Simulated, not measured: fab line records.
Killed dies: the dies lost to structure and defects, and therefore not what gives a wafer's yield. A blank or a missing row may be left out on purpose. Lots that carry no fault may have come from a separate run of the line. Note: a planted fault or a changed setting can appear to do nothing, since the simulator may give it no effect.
What tool caused it?    flow sky130    36 wafers from 12 lots sampled at 3 of the route's 708 steps

## WHAT EACH GAUGE READ, for each wafer
SKY_DNWELL_TW_MEAS_09.
lot   measured     on             DNWELL_TW
L775  day 3 08:58  film metro-03  1106 1103 1101
L776  day 3 17:09  film metro-02  1114 1116 1106
L777  day 3 22:32  film metro-03  1106 1103 1108
L779  day 4 16:05  film metro-04  1106 1103 1103
L781  day 4 17:28  film metro-02  1119 1110 1102
L780  day 4 17:40  film metro-04  1114 1110 1117
L783  day 5 05:49  film metro-02  1119 1119 1118
L785  day 5 14:24  film metro-02  1103 1107 1102
L790  day 6 20:50  film metro-02  1110 1115 1112
L791  day 6 23:47  film metro-02  1103 1107 1106
L792  day 7 03:29  film metro-03  1119 1119 1120
L793  day 7 11:26  film metro-03  1108 1110 1111

SKY_SONOS_ONO_THK_MEAS_03.
lot   measured      on             SONOS_ONO_CVD_02_THK (nm)
L775  day 11 22:31  film metro-04  10.45 10.45 10.40
L776  day 12 07:59  film metro-04  10.68 10.76 10.80
L777  day 12 12:11  film metro-03  10.68 10.50 10.51
L779  day 13 14:41  film metro-01  10.83 10.67 10.65
L781  day 13 19:01  film metro-04  10.55 10.51 10.52
L780  day 13 19:00  film metro-01  10.60 10.67 10.53
L783  day 14 14:05  film metro-01  10.59 10.63 10.76
L785  day 15 03:56  film metro-03  10.36 10.31 10.45
L790  day 16 21:45  film metro-04  10.44 10.52 10.48
L791  day 17 00:34  film metro-01  10.53 10.43 10.42
L792  day 17 07:09  film metro-03  11.98 12.01 11.93
L793  day 17 19:20  film metro-04  11.71 11.91 11.82

## WHICH TOOL RAN EACH LOT (tool, then ch and the chambers of the sampled wafers, then the start)
lot   SKY_SONOS_ONO_CVD_02
L775  lpcvd-02 ch 0, day 11 21:28
L776  lpcvd-02 ch 1, day 12 06:56
L777  lpcvd-02 ch 1, day 12 11:08
L779  lpcvd-02 ch 1, day 13 13:37
L781  lpcvd-02 ch 0, day 13 17:57
L780  lpcvd-02 ch 0, day 13 17:57
L783  lpcvd-02 ch 1, day 14 13:02
L785  lpcvd-02 ch 0, day 15 02:53
L790  lpcvd-02 ch 0, day 16 20:41
L791  lpcvd-02 ch 1, day 16 23:31
L792  lpcvd-02 ch 1, day 17 06:05
L793  lpcvd-02 ch 1, day 17 18:17
- SKY_SONOS_ONO_CVD_02: deposits Si3N4 from DCS/NH3, target thk 10.5 nm, time 180 s.

## WHAT THE TOOLS THEMSELVES READ (means of the sampled wafers that have a number; where no wafer has one, the mark that the record gives instead)
SKY_SONOS_ONO_CVD_02.
lot   tool      pressure mtorr (mTorr)  spike tc centre C (C)  zone power centre pct (%)
L775  lpcvd-02  246.3                   771.7                  11.3
L776  lpcvd-02  246.8                   769.2                  12.2
L777  lpcvd-02  246.0                   769.3                  12.4
L779  lpcvd-02  245.8                   769.3                  12.3
L781  lpcvd-02  245.7                   773.1                  11.3
L780  lpcvd-02  245.9                   772.6                  11.5
L783  lpcvd-02  245.9                   768.1                  12.3
L785  lpcvd-02  245.8                   773.1                  11.3
L790  lpcvd-02  245.7                   772.0                  11.3
L791  lpcvd-02  245.8                   768.5                  12.4
L792  lpcvd-02  245.2                   783.1                  16.1
L793  lpcvd-02  246.7                   784.8                  16.0

## THE ANSWER, worked out from the rows above alone
Rule: the lots themselves supply what counts as usual. The widest of any qualifying gaps counts: lots, ordered by their means at a reading, are off when they make up no more than a third of the lots, leave a main group of 4 or more, and stand apart from it by 3 or more times the standard deviation of that group's means. A main group whose means are all the same, to the digits that the tables above print for the reading, isn't used. Also off: a lot with no number at a reading for which 4 or more lots have one. The other lots that the step has rows for count as sound. After the gauges, taken in route order, come the tools' own readings; for these a lot's mean is taken, as printed above. At the first step where some lot is off, the reading lying furthest off is the one used; lots without a number count as furthest.
Off: at SKY_SONOS_ONO_THK_MEAS_03 (SONOS_ONO_CVD_02_THK), L792, L793. Mean 10.56 nm and standard deviation 0.12 in the main group.
A tool fits if, at a process step before that reading, it ran every lot that is off, and no sound lot after the first of them. The gauges at SKY_SONOS_ONO_THK_MEAS_03 aren't tried: what is off there is off at SKY_SONOS_ONO_CVD_02 too, on other tools, and a gauge's error can't cause that. One candidate fits, namely lpcvd-02 at SKY_SONOS_ONO_CVD_02. A fault onset in the window from L791 (day 16 23:31, its last sound lot) to L792 (day 17 06:05, its first lot off) fits.
The tool's own readings at SKY_SONOS_ONO_CVD_02 bear it out: on the lots that are off they differ by more than 5 times the standard deviation of the sound lots' means. spike tc centre C reads 784.0 C there against 770.7 C on the sound lots; zone power centre pct reads 16.1 % there against 11.8 % on the sound lots.

## WHAT THE SIMULATOR HAD INSERTED
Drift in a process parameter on lpcvd-02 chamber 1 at SKY_SONOS_ONO_CVD_02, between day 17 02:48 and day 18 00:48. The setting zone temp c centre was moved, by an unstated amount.
Shown lots that were struck: L792, L793. The rule above reached the same finding.
